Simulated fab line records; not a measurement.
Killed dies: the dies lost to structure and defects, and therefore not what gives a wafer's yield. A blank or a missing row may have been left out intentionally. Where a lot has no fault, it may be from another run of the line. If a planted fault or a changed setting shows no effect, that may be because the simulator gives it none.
A lot that was struck, set against a sound lot -- flow sky130 -- 20 steps out of a route of 708
Sound: wafers L805.1, L805.2, L805.5. Wafers L804.1, L804.3, L804.5 were the ones struck. The cause is given at the end.
Each step with rows lists, per side, the tool, then ch with its chambers, then its first start. Under that, the readings that differ: sound wafers -- struck wafers -- difference of the means -- sigmas: that difference in standard deviations of wafers without a fault.
alike: readings with means less than 2 such deviations apart, plus words and numbers identical on both sides. not compared: withheld readings, readings lacking a value on some wafer, bounds such as >300 that could conceal the same value, and numbers that have no deviation in the record and whose values overlap.
A row with sigmas, a row that says differs or no value, or rows on one side alone: a step with any of these is where the two part. Numbers that have no deviation but don't overlap get no sigmas and don't part them. A reading missing from all wafers of one side parts the sides only when that side holds two or more wafers.

first, 1 step without rows for these wafers: SKY_FIELD_ISO_DEVELOP_12 (develop time 60 s).
SKY_FIELD_ISO_CD_MEAS_13: the cd target is 150 nm.
  sound: cdSem-02 at day 5 06:56; struck: cdSem-01 at day 5 03:10
  alike: cdNm
SKY_FIELD_ISO_ETCH_14: etches BARC in N2/H2, stops on SiO2, time 45.9 s, target depth 60 nm.
  sound on rieDiel-01 ch 1,2,3, day 5 07:03; struck on rieDiel-02 ch 2,3, day 5 03:17
  alike: drypumpMotorCurrentA, oesProductAu, throttleValvePct
  not compared: rfHoursCounterH
SKY_FIELD_ISO_ETCH_15: etches the open film in CHF3/O2, stops on Si, target depth 180 nm, time 72 s.
  sound on rieDiel-01 ch 1,2,3, day 5 07:06; struck on rieDiel-02 ch 2,3, day 5 03:19
  alike: drypumpMotorCurrentA, oesProductAu, throttleValvePct
  not compared: rfHoursCounterH
SKY_FIELD_ISO_STRIP_16: strips in O2/N2.
  sound on plasmaAsher-04 ch 0,1, day 5 07:09; struck on plasmaAsher-04 ch 0,1, day 5 03:23
  alike: drypumpMotorCurrentA, oesProductAu, stripTimeToEndpointS
  not compared: rfHoursCounterH
SKY_FIELD_ISO_ETCH_17: etches Si in HBr/Cl2/O2, target depth 342 nm, time 97.7 s.
  sound on rieSi-01 ch 0,1,2, day 5 07:15; struck on rieSi-01 ch 0,1,2, day 5 03:29
  alike: drypumpMotorCurrentA, oesProductAu, throttleValvePct
  not compared: rfHoursCounterH
then, 5 steps without rows for these wafers: SKY_FIELD_ISO_WET_ETCH_18 (etches Si3N4 in H3PO4, target depth 25 nm, time 286 s); SKY_FIELD_ISO_CLEAN_19 (cleans in SC1/SC2, time 150 s); SKY_FIELD_ISO_CLEAN_20 (cleans in dHF, time 20 s); SKY_FIELD_ISO_WET_ETCH_21 (etches SiO2 in dHF, target depth 20 nm, time 400 s); SKY_FIELD_ISO_OXIDATION_22 (stabilise 600 s, purge 300 s, target thk 10 nm).
SKY_FIELD_ISO_THK_MEAS_23:
  sound: filmMetro-01 at day 5 08:50; struck: filmMetro-02 at day 5 05:25
  alike: FIELD_ISO_OXIDATION_01_THK
SKY_FIELD_ISO_CVD_24: deposits SiO2, target thk 595 nm, time 99.2 s.
  sound on hdpcvd-01 ch 0,2, day 5 08:53; struck on hdpcvd-02 ch 0,1, day 5 05:29
reading,sound,struck,difference,sigmas
model.SiO2_of_FIELD_ISO_CVD_24.thkNm (nm),583.2 590.3 586.2,381.6 370.8 371.8,-211.8,
SKY_FIELD_ISO_THK_MEAS_25:
  sound: filmMetro-01 at day 5 08:58; struck: filmMetro-02 at day 5 05:33
reading,sound,struck,difference,sigmas
FIELD_ISO_CVD_24_THK (nm),583 590 586,381 371 372,-212,-36
then, 1 step without rows for these wafers: SKY_FIELD_ISO_ANNEAL_26 (time 1800 s).
SKY_FIELD_ISO_CMP_27: polishes, stops on Si3N4, t overpolish 16 s, target thk 457.8 nm.
  sound on cmp-01 ch 0,2, day 5 10:31; struck on cmp-02 ch 1,2,3, day 5 08:02
reading,sound,struck,difference,sigmas
timeToEndpointS (s),111 108 109,70 71 66,-40,-13
  alike: motorCurrentA, platenRpm
then, 2 steps without rows for these wafers: SKY_FIELD_ISO_WET_ETCH_28 (etches SiO2 in dHF, target depth 23.7 nm, time 47 s); SKY_FIELD_ISO_WET_ETCH_29 (etches Si3N4 in H3PO4, target depth 160 nm, time 1825 s).
SKY_FIELD_ISO_WET_ETCH_30: etches SiO2 in dHF, target depth 25 nm, time 50 s.
  sound on wetBench-04 ch 0, day 5 11:52; struck on wetBench-01 ch 0, day 5 09:17
reading,sound,struck,difference,sigmas
model.SiO2_of_FIELD_ISO_CVD_24.thkNm (nm),406.8 406.3 407.1,329 318.2 319.1,-85,
-- a jump in the record: the struck wafers' starts before and after are 44 days apart (it breaks off in module FIELD_ISO and resumes in module PAD_OPEN, where the first step shown is number 708 of the route) --
SKY_PAD_OPEN_PROBE_99:
  sound: prober-01 at day 49 03:25; struck: prober-02 at day 49 02:29
reading,sound,struck,difference,sigmas
killedAtFrontEnd,13 14 12,407 414 424,+402,+82
killedDies,96 76 85,492 492 492,+406,+41
killedOnRim,21 15 23,96 96 96,+76,+19
  alike: killed_at_M0_to_M3, killed_at_M4_up, killedAtContacts, killedAtOther, killedOpen, killedShort

== WHERE THEY PART ==
First at SKY_FIELD_ISO_THK_MEAS_25; last, within this record, at SKY_PAD_OPEN_PROBE_99.

WHY: whatever the simulator had introduced
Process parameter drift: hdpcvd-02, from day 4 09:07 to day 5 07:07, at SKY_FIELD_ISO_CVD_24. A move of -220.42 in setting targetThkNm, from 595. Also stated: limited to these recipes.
